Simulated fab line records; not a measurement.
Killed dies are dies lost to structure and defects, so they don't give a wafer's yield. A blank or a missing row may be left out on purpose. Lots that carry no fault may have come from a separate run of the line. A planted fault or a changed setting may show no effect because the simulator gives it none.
Which tool did it? | flow gf180mcu | 13 lots, 39 wafers sampled, at 5 steps of a route of 602

WHAT EACH GAUGE READ, for each wafer
GF_SAB_CD_MEAS_09: target cd 420 nm.
lot  | measured     | on       | cdNm (nm)
L660 | day 15 10:10 | cdSem-02 | 418.2 417.7 418.2
L661 | day 15 17:06 | cdSem-01 | 418.2 419.0 420.8
L662 | day 16 03:52 | cdSem-01 | 419.6 421.6 422.0
L663 | day 16 06:52 | cdSem-02 | 419.0 419.1 418.6
L666 | day 17 00:59 | cdSem-01 | 418.2 418.8 418.8
L667 | day 17 18:00 | cdSem-01 | 420.8 423.2 422.6
L668 | day 18 04:03 | cdSem-02 | 419.9 419.7 421.3
L670 | day 18 18:54 | cdSem-02 | 422.5 421.5 419.9
L672 | day 19 16:33 | cdSem-01 | 416.7 420.7 419.6
L673 | day 20 05:19 | cdSem-02 | 418.7 417.8 417.4
L675 | day 20 14:56 | cdSem-01 | 419.6 422.1 420.7
L682 | day 22 22:10 | cdSem-01 | 418.4 420.2 419.0
L683 | day 23 03:46 | cdSem-01 | 417.5 416.6 420.3

GF_CONTACT_OVL_MEAS_15.
lot  | measured     | on         | CONTACT_OVL (nm)
L660 | day 16 09:15 | overlay-02 | -7 -8 -6
L661 | day 16 16:35 | overlay-02 | 13 10 7
L662 | day 17 04:01 | overlay-02 | 8 4 5
L663 | day 17 07:41 | overlay-01 | -4 -5 -4
L666 | day 18 00:47 | overlay-02 | 5 9 3
L667 | day 18 20:14 | overlay-01 | -6 -1 5
L668 | day 19 06:23 | overlay-01 | 7 5 12
L670 | day 19 21:34 | overlay-01 | 7 5 -3
L672 | day 20 17:38 | overlay-02 | 4 -4 -2
L673 | day 21 06:57 | overlay-02 | -1 -3 -3
L675 | day 21 17:11 | overlay-01 | 3 2 8
L682 | day 23 22:24 | overlay-02 | 15 7 10
L683 | day 24 03:59 | overlay-01 | 0 -3 0

GF_V1_THK_MEAS_01.
lot  | measured     | on           | V1_CVD_00_THK (nm)
L660 | day 17 09:24 | filmMetro-04 | 605 600 604
L661 | day 17 17:04 | filmMetro-01 | 592 606 614
L662 | day 18 05:03 | filmMetro-02 | 607 593 609
L663 | day 18 09:18 | filmMetro-04 | 600 596 612
L666 | day 19 02:40 | filmMetro-04 | 596 597 602
L667 | day 19 23:01 | filmMetro-02 | 610 610 604
L668 | day 20 08:50 | filmMetro-04 | 606 605 592
L670 | day 20 23:53 | filmMetro-02 | 596 591 602
L672 | day 21 20:25 | filmMetro-04 | 303 306 304 303 306 304
L673 | day 22 08:21 | filmMetro-02 | 300 304 297 300 304 297
L675 | day 22 19:02 | filmMetro-04 | 609 605 603
L682 | day 24 22:37 | filmMetro-01 | 607 595 600
L683 | day 25 04:02 | filmMetro-02 | 600 604 610

TOOL THAT RAN EACH LOT (tool first, then ch and the chambers of the sampled wafers, then the start)
lot  | GF_CONTACT_ETCH_16                | GF_V1_CVD_00
L660 | rieDiel-04 ch 0,1,2, day 16 09:17 | hdpcvd-01 ch 0,1,2, day 17 09:19
L661 | rieDiel-03 ch 0,2,3, day 16 16:38 | hdpcvd-02 ch 0,1,2, day 17 16:59
L662 | rieDiel-04 ch 0,2,3, day 17 04:03 | hdpcvd-02 ch 0,2, day 18 04:58
L663 | rieDiel-03 ch 0,1,2, day 17 07:43 | hdpcvd-02 ch 0,1,2, day 18 09:13
L666 | rieDiel-03 ch 1,2,3, day 18 00:49 | hdpcvd-01 ch 0,2, day 19 02:35
L667 | rieDiel-03 ch 0,1, day 18 20:17   | hdpcvd-01 ch 0,1, day 19 22:57
L668 | rieDiel-03 ch 0,3, day 19 06:25   | hdpcvd-02 ch 0,2, day 20 08:46
L670 | rieDiel-03 ch 1,3, day 19 21:36   | hdpcvd-02 ch 0,1,2, day 20 23:49
L672 | rieDiel-01 ch 0,3, day 20 17:41   | hdpcvd-02 ch 1,2, day 21 20:20
L673 | rieDiel-04 ch 1,2,3, day 21 06:59 | hdpcvd-02 ch 1,2, day 22 08:16
L675 | rieDiel-04 ch 1,2, day 21 17:13   | hdpcvd-01 ch 0,1,2, day 22 18:57
L682 | rieDiel-04 ch 1,2,3, day 23 22:26 | hdpcvd-02 ch 0,1, day 24 22:32
L683 | rieDiel-01 ch 0,2,3, day 24 04:01 | hdpcvd-01 ch 0,2, day 25 03:56
- GF_CONTACT_ETCH_16: etches BARC in N2/H2.
- GF_V1_CVD_00: deposits SiO2, target thk 600 nm, time 100 s.

AS READ BY THE TOOLS THEMSELVES (means over the sampled wafers that have a number; for cases with no such wafer, the mark the record gives instead)
GF_CONTACT_ETCH_16.
lot  | tool       | drypumpMotorCurrentA (A) | oesProductAu (a.u.) | throttleValvePct (%)
L660 | rieDiel-04 | 5.3                      | 0.858               | 13.222
L661 | rieDiel-03 | 5.7                      | 0.852               | 13.222
L662 | rieDiel-04 | 5.1                      | 0.844               | 13.228
L663 | rieDiel-03 | 5.8                      | 0.857               | 13.221
L666 | rieDiel-03 | 5.7                      | 0.858               | 13.224
L667 | rieDiel-03 | 6.4                      | 0.852               | 13.220
L668 | rieDiel-03 | 6.2                      | 0.857               | 13.228
L670 | rieDiel-03 | 6.2                      | 0.855               | 13.229
L672 | rieDiel-01 | 5.6                      | 0.857               | 13.220
L673 | rieDiel-04 | 5.2                      | 0.854               | 13.222
L675 | rieDiel-04 | 5.3                      | 0.859               | 13.225
L682 | rieDiel-04 | 5.2                      | 0.857               | 13.230
L683 | rieDiel-01 | 6.0                      | 0.861               | 13.217

GF_V1_CVD_00.
lot  | tool      | sih4FlowSccm (sccm)
L660 | hdpcvd-01 | 60.14
L661 | hdpcvd-02 | 60.01
L662 | hdpcvd-02 | 59.98
L663 | hdpcvd-02 | 60.13
L666 | hdpcvd-01 | 59.94
L667 | hdpcvd-01 | 60.13
L668 | hdpcvd-02 | 59.94
L670 | hdpcvd-02 | 60.14
L672 | hdpcvd-02 | 30.11
L673 | hdpcvd-02 | 30.02
L675 | hdpcvd-01 | 59.96
L682 | hdpcvd-02 | 59.98
L683 | hdpcvd-01 | 60.08

THE ANSWER, worked out from the rows above alone
Rule: what is usual is taken from the lots themselves. The widest of any qualifying gaps counts: lots, ordered by their means at a reading, are off when they make up no more than a third of the lots, leave a main group of 4 or more, and stand apart from it by 3 or more times the standard deviation of that group's means. If all means in a main group match to the digits the tables above print for the reading, that group is not used. A lot without any number at a reading at which 4 lots or more have one is off too. All remaining lots with rows at the step are treated as sound. The gauges are gone through in route order, then the tools' own readings, and for those a lot's mean is taken as printed above. The first step at which some lot is off is used, and at that step the reading that is off furthest; a lot without a number counts as furthest.
Off: L672, L673, at GF_V1_THK_MEAS_01 (V1_CVD_00_THK). Main group: mean 602 nm, sd 3.1.
A tool fits if, at a process step before that reading, it ran every lot that is off, and no sound lot after the first of them. The gauges at GF_V1_THK_MEAS_01 aren't tried: what is off there is off at GF_V1_CVD_00 too, on other tools, and a gauge's error can't cause that. Of those tried, none fits.

WHAT THE SIMULATOR HAD PUT IN
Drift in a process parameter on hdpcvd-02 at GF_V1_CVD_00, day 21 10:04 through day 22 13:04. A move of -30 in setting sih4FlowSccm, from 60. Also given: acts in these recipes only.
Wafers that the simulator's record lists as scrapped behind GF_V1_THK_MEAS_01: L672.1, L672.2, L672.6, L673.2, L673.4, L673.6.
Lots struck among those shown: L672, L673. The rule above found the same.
